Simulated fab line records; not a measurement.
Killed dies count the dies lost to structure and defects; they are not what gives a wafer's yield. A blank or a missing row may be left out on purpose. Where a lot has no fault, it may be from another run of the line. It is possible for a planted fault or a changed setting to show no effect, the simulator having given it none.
Matching of chambers ; flow sfq line ; SFQ_TRILAYER_I0_CMP_CMP_028 on cmp-01: 4 sister chambers
The step polishes SiO2. 4 wafers are shown with their chamber, then 8 later ones without.

WAFERS WITH THEIR CHAMBER
wafer;chamber;time to endpoint s (s)
L618.1;1;216
L619.5;2;219
L620.3;0;209
L620.5;3;224

WAFERS WHOSE CHAMBER IS MISSING
wafer;time to endpoint s (s)
L626.2;207
L627.3;213
L635.2;210
L635.3;219
L635.4;213
L636.1;210
L636.2;214
L636.3;220

CHAMBER TAKEN BY EACH
wafer;from the rows above;in truth
L626.2;0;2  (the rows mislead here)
L627.3;can't be placed: 1 or 0 or 2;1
L635.2;0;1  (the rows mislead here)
L635.3;can't be placed: 2 or 1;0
L635.4;can't be placed: 1 or 0 or 2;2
L636.1;0;0
L636.2;can't be placed: 1 or 0 or 2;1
L636.3;can't be placed: 2 or 1 or 3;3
1 of 8 placed correctly. Cannot be placed on the basis of these rows: 5; the candidates contain the true chamber in 4. Number placed wrongly: 2.
How it was worked out, from the rows above alone: a wafer's distance from a chamber is the root of the sum, over the readings, of the square of ((its reading less the chamber's mean) divided by the reading's scatter). The wafer belongs to the nearest chamber; if the next one is less than 2 further off, it can't be placed. A chamber's mean is the mean of its shown wafers. The scatter: root of mean squared gap, hidden wafer to nearest shown wafer, with one shown wafer a chamber.
